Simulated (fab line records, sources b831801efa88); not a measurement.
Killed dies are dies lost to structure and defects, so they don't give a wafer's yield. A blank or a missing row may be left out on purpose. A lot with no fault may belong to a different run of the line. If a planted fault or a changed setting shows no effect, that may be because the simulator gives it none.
Problem report, 8D (eight disciplines) form, completed by code / flow sky130 / the parts of the form that need people (team, actions taken, sign-off) are left out

## 1. WHAT WENT WRONG
Mean of oes-product-au at SKY_POLY_CUT_ETCH_11: 0.743 a.u. across 4 wafers in 2 lots; on wafers with no fault it is 0.828 a.u. (standard deviation 0.0067). That puts it -13 standard deviations away from the usual mean.
The step: etches Si3N4 in CF4/CH2F2/Ar, stops on poly-Si, time 42.5 s, target depth 60 nm.
The first sign was on wafer L909.3 at day 28 03:20, on rie-diel-01. The record has a number at this step for 42 wafers belonging to 14 lots. Rule for "out" (also "out of limits"): further than 4 standard deviations from the usual mean. All remaining wafers that have a number are taken as sound.

## 2. WHAT THIS IS AND IS NOT
question=which readings at this step | is=oes-product-au | is not=chamber-pressure-mTorr, drypump-motor-current-A
question=which lots | is=L909, L914 | is not=L897, L898, L899, L900, L901, L902, L903, L904, L908, L917, L919, L920
question=which wafers of those lots | is=L909.3, L909.5, L914.3, L914.5 | is not=L909.6, L914.6
question=read on which tools | is=rie-diel-01 | is not=rie-diel-02, rie-diel-03
question=when | is=from day 28 03:20 | is not=up to then (28 sound wafers); but 10 sound wafers of L914, L917, L919, L920 came after

## 3. WHAT RULES OUT EACH SUSPECT
Counting: if a tool at a process step up to the reading ran every lot that is out, it stays a suspect. Sound lots after the first of them don't rule it out here, since some wafers of a struck lot are sound.
- rie-diel-01 at SKY_POLY_CUT_ETCH_11 (etches Si3N4 in CF4/CH2F2/Ar, stops on poly-Si, time 42.5 s, target depth 60 nm): kept. It ran every lot that is out, first L909 (day 28 03:20); its last sound lot up to then is L908 (day 27 21:39). Its own readings are out on those wafers: oes-product-au.
- rie-diel-01, SKY_POLY_CUT_ETCH_11: wafers that are out in chamber 1, sound lot-mates in chambers 0, 2.
Remaining after the count: rie-diel-01 at SKY_POLY_CUT_ETCH_11.

## 4. THE CAUSE (what the simulator had put in)
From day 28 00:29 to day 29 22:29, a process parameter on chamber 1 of rie-diel-01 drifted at SKY_POLY_CUT_ETCH_11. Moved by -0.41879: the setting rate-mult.
Counting left only this tool.

## 5. THE EFFECT CHAIN, in route order
One row per reading whose mean, taken over the struck wafers that have a number, lies over 3 standard deviations from the usual. Scope: only readings with a usual standard deviation given in the record; hours: median across lots of the time from each lot's start at the first step in this table that gives one to its start at this step; sigmas: change in usual standard deviations.
hours=0; step=SKY_POLY_CUT_ETCH_11; reading=oes-product-au; usual=0.828 a.u.; on struck wafers=0.743; change=-0.085; sigmas=-13
hours=482; step=SKY_PAD_OPEN_PROBE_99; reading=killed-at-front-end; usual=15; on struck wafers=418; change=+402; sigmas=+89
hours=482; step=SKY_PAD_OPEN_PROBE_99; reading=killed-dies; usual=86; on struck wafers=492; change=+406; sigmas=+43
hours=482; step=SKY_PAD_OPEN_PROBE_99; reading=killed-on-rim; usual=17; on struck wafers=96; change=+79; sigmas=+20
It contains these process steps:
- SKY_POLY_CUT_ETCH_11: etches Si3N4 in CF4/CH2F2/Ar, stops on poly-Si, time 42.5 s, target depth 60 nm.
- SKY_PAD_OPEN_PROBE_99

## 6. WHAT WOULD HAVE CAUGHT IT SOONER
In this record no reading fell out of limits until day 28 03:20, 3 hours after the fault had begun at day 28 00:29.
